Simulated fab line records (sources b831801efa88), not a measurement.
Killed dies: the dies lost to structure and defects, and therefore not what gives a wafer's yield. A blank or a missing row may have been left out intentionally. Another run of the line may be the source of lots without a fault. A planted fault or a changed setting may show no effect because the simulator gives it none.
Chamber matching	flow sky130	cmp-01 running SKY_FIELD_ISO_CMP_27: 4 sister chambers
The step polishes, stops on Si3N4, t overpolish 16 s, target thk 457.8 nm. 4 wafers are shown with their chamber, then 7 later ones without.

== WAFERS, EACH WITH ITS CHAMBER ==
wafer	chamber	motor current A (A)
L222.4	0	11.6
L222.6	3	13.0
L223.3	1	12.1
L223.4	2	11.4

== WAFERS WHOSE CHAMBER IS MISSING ==
wafer	motor current A (A)
L223.5	11.5
L224.2	11.7
L224.3	12.0
L224.4	11.3
L225.3	11.8
L225.5	12.0
L225.6	11.7

== CHAMBER TAKEN BY EACH ==
wafer	from the rows above	in truth
L223.5	can't be placed: 0 or 2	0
L224.2	can't be placed: 0 or 2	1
L224.3	1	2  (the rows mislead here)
L224.4	can't be placed: 2 or 0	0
L225.3	can't be placed: 0 or 1 or 2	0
L225.5	1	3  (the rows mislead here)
L225.6	can't be placed: 0 or 2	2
Correctly placed: 0 of 7. These rows do not allow placing 5 (true chamber among the candidates in 4). Number placed wrongly: 2.
How it was worked out, from the rows above alone: a wafer's distance from a chamber is the root of the sum, over the readings, of the square of ((its reading less the chamber's mean) divided by the reading's scatter). If the next closest chamber is less than 2 further off than the closest, the wafer can't be placed; otherwise it belongs to the closest. A chamber's mean is the mean of its shown wafers. The scatter: with one shown wafer a chamber, the root of the mean of the squares of how far each hidden wafer lies from its nearest shown one.
